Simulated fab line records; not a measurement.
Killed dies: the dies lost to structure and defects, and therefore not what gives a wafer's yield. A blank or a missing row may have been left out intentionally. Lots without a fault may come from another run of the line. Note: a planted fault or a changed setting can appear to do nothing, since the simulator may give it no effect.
One fault through the eyes of 2 desks / flow gf180mcu / numbers are kept per desk, each desk with only its own; the story behind them comes last

## THE TOOL OWNER'S DESK: rieSi-01
The tool's own readings at GF_STI_ETCH_14 (etches Si in HBr/Cl2/O2, target depth 360 nm, time 102.9 s): means of the sampled wafers that have a number, for each lot that ran on this tool. A lot is out of limits, marked OUT, if its mean lies more than 4 standard deviations from the usual mean; the brackets give that distance.
Columns: A = HBr_flow_sccm at GF_STI_ETCH_14, usual 150.0 sccm; B = drypumpMotorCurrentA at GF_STI_ETCH_14, usual 5.87 A; C = oesProductAu at GF_STI_ETCH_14, usual 0.995 a.u.; D = runLengthS at GF_STI_ETCH_14, usual 131.3 s; E = throttleValvePct at GF_STI_ETCH_14, usual 25.660 %
lot=L283; first seen here=day 2 01:48; A=149.7; B=6.03; C=0.990; D=131.3; E=25.658
lot=L284; first seen here=day 2 06:44; A=150.6; B=5.90; C=1.005; D=131.0; E=25.672
lot=L285; first seen here=day 2 13:38; A=150.0; B=6.03; C=1.003; D=131.4; E=25.655
lot=L287; first seen here=day 2 22:21; A=150.2; B=5.86; C=0.992; D=131.1; E=25.673
lot=L289; first seen here=day 3 09:46; A=150.0; B=5.79; C=0.982; D=131.7; E=25.674
lot=L290; first seen here=day 3 14:23; A=150.2; B=5.96; C=0.995; D=131.3; E=25.660
lot=L292; first seen here=day 3 23:30; A=149.7; B=6.10; C=1.003; D=90.4 (-91) OUT; E=25.649
lot=L295; first seen here=day 4 14:43; A=150.3; B=6.05; C=1.007; D=90.6 (-90) OUT; E=25.655
Finding of this desk: L292, L295 out of limits; the first was L292 at day 3 23:30, on runLengthS at GF_STI_ETCH_14. L283, L284, L285, L287, L289, L290: within limits.

## THE METROLOGY DESK
What the gauges read for every lot (on any tool): the sampled wafers with a number, averaged. A lot is out of limits, marked OUT, if its mean lies more than 4 standard deviations from the usual mean; the brackets give that distance.
Columns: A = MVSD_OVL at GF_MVSD_OVL_MEAS_07, usual 0.1 nm; B = VT_IMPLANT_01_OVL at GF_VT_IMPLANT_OVL_MEAS_18, usual -0.7 nm
lot=L283; first seen here=day 4 08:45; A=-0.3; B=-0.7
lot=L284; first seen here=day 4 16:18; A=0.2; B=-0.6
lot=L285; first seen here=day 4 23:18; A=0.8; B=-0.7
lot=L286; first seen here=day 5 04:09; A=0.0; B=-0.9
lot=L287; first seen here=day 5 10:22; A=-1.1; B=-0.2
lot=L288; first seen here=day 5 15:00; A=-0.4; B=-0.6
lot=L289; first seen here=day 5 23:00; A=-2.6; B=0.5
lot=L290; first seen here=day 6 03:54; A=-2.7; B=-3.1
lot=L292; first seen here=day 6 13:29; A=0.1; B=-0.9
lot=L295; first seen here=day 7 06:33; A=1.0; B=-1.7
lot=L297; first seen here=day 7 19:37; A=-0.2; B=-0.4
lot=L304; first seen here=day 9 12:03; A=0.4; B=-0.7
lot=L305; first seen here=day 9 20:57; A=0.6; B=-0.7
lot=L306; first seen here=day 9 22:09; A=0.9; B=-0.6
Finding of this desk: none of the 14 lots has anything out of limits.

## PUT TOGETHER
The tool owner's desk could have raised an alarm at day 3 23:30, on L292, L295.
The metrology desk saw nothing out of limits.
The metrology desk holds a record of L292, L295, inside its limits.
Of the lots named, all ran GF_STI_ETCH_14 on rieSi-01.

## WHAT THE SIMULATOR PUT IN
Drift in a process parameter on rieSi-01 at GF_STI_ETCH_14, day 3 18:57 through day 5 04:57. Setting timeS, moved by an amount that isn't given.
Struck lots among those shown: L292, L295.
Delay in hours, fault start to first out-of-limits reading, by desk: the tool owner's desk at 5.
